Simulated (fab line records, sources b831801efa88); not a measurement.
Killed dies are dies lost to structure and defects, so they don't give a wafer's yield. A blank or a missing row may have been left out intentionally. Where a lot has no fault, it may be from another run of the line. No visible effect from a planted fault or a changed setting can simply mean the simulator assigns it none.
A struck lot beside a sound one + flow sky130 + 16 out of 708 route steps
Sound: the wafers L130.2, L130.3, L130.5. Struck: wafers L125.1, L125.3 (left out: L125.5, a lot-mate that was not struck); the cause follows at the end.
At each step with rows: each side's tool, then ch and its chambers, then its first start. Under that, the readings that differ: sound wafers + struck wafers + difference of the means + sigmas: that difference in standard deviations of wafers without a fault.
alike: a reading whose means differ by less than 2 such deviations, as well as words and numbers matching on both sides. not compared: withheld readings; readings where some wafer has no value; bounds like >300 that might hide an equal value; numbers whose values overlap and for which the record gives no deviation.
A row with sigmas, a row that says differs or no value, or rows on one side alone: a step with any of these is where the two part. When numbers do not overlap yet have no deviation, they are printed without sigmas and do not part them. Lack of a reading on every wafer of one side parts them only where that side has two or more wafers.

SKY_METAL5_SPUTTER_03: material Ti, target thk 5 nm, time 3.3 s.
  sound: pvd-sputter-03 at day 47 03:58; struck: pvd-sputter-02 at day 45 20:40
  alike: throttle-valve-pct
SKY_METAL5_SPUTTER_04: material TiN, target thk 70 nm, time 58.3 s.
  sound: pvd-sputter-03 at day 47 03:59; struck: pvd-sputter-02 at day 45 20:40
  alike: throttle-valve-pct
SKY_METAL5_RS_MEAS_05: measurement is done with a four-point probe.
  sound: film-metro-01 at day 47 04:03; struck: film-metro-02 at day 45 20:43
  alike: METAL5_ALCU_RS
SKY_METAL5_THK_MEAS_06: measures by xrf.
  sound: film-metro-01 at day 47 04:10; struck: film-metro-02 at day 45 20:50
  alike: METAL5_ALCU_THK
then, 7 steps without rows for these wafers: SKY_METAL5_DEHYDRATE_07 (time 60 s); SKY_METAL5_HMDS_08 (prime time 60 s); SKY_METAL5_COAT_09 (resist thk 1800 nm); SKY_METAL5_SOFTBAKE_10 (time 60 s); SKY_METAL5_EXPOSE_11 (exposes mask MM5, target cd 1600 nm); SKY_METAL5_PEB_12; SKY_METAL5_DEVELOP_13 (develop time 60 s).
SKY_METAL5_DESCUM_14: chemistry O2, time 11 s.
  sound on rie-metal-01 ch 0, day 47 23:11; struck on rie-metal-04 ch 1, day 46 17:23
| reading                     | sound       | struck  | difference | sigmas |
|-----------------------------|-------------|---------|------------|--------|
| drypump-motor-current-A (A) | 6.3 6.3 6.3 | 5.2 5.2 | -1.1       | -3     |
  alike: oes-product-au, rf-fwd-power-W
  not compared: rf-hours-counter-h
SKY_METAL5_METAL_ETCH_15: etches the open film in Cl2/BCl3, stops on SiO2, target depth 1260 nm, time 252 s.
  sound on rie-metal-01 ch 0, day 47 23:13; struck on rie-metal-04 ch 1, day 46 17:25
| reading                                     | sound             | struck      | difference | sigmas |
|---------------------------------------------|-------------------|-------------|------------|--------|
| bias-w (W)                                  | 48.42 48.48 48.40 | 44.16 44.06 | -4.32      | -27    |
| drypump-motor-current-A (A)                 | 6.3 6.3 6.3       | 5.2 5.2     | -1.1       | -3     |
| model.NOVOLAK_of_METAL5_COAT_09.thk-nm (nm) | 1021 1016 1017    | 1069 1069   | +51        |        |
  alike: oes-product-au, rf-fwd-power-W, throttle-valve-pct
  not compared: rf-hours-counter-h
SKY_METAL5_STRIP_16: strips in O2/N2.
  sound on plasma-asher-04 ch 0,1, day 47 23:26; struck on plasma-asher-03 ch 0,1, day 46 17:39
| reading                      | sound             | struck      | difference | sigmas |
|------------------------------|-------------------|-------------|------------|--------|
| strip-time-to-endpoint-s (s) | 12.90 12.84 12.87 | 13.46 13.44 | +0.58      | +5     |
  alike: drypump-motor-current-A, oes-product-au
  not compared: rf-hours-counter-h
then, 1 step without rows for these wafers: SKY_METAL5_STRIP_17 (strips in post etch residue remover, time 1200 s).
SKY_PAD_OPEN_PROBE_99:
  rows exist in the record for the struck wafers here (prober-02, day 48 11:51), but not for the sound ones

## WHERE THEY PART
Last at SKY_PAD_OPEN_PROBE_99 as far as this record goes, first at SKY_METAL5_DESCUM_14.

WHY: what had been put in by the simulator
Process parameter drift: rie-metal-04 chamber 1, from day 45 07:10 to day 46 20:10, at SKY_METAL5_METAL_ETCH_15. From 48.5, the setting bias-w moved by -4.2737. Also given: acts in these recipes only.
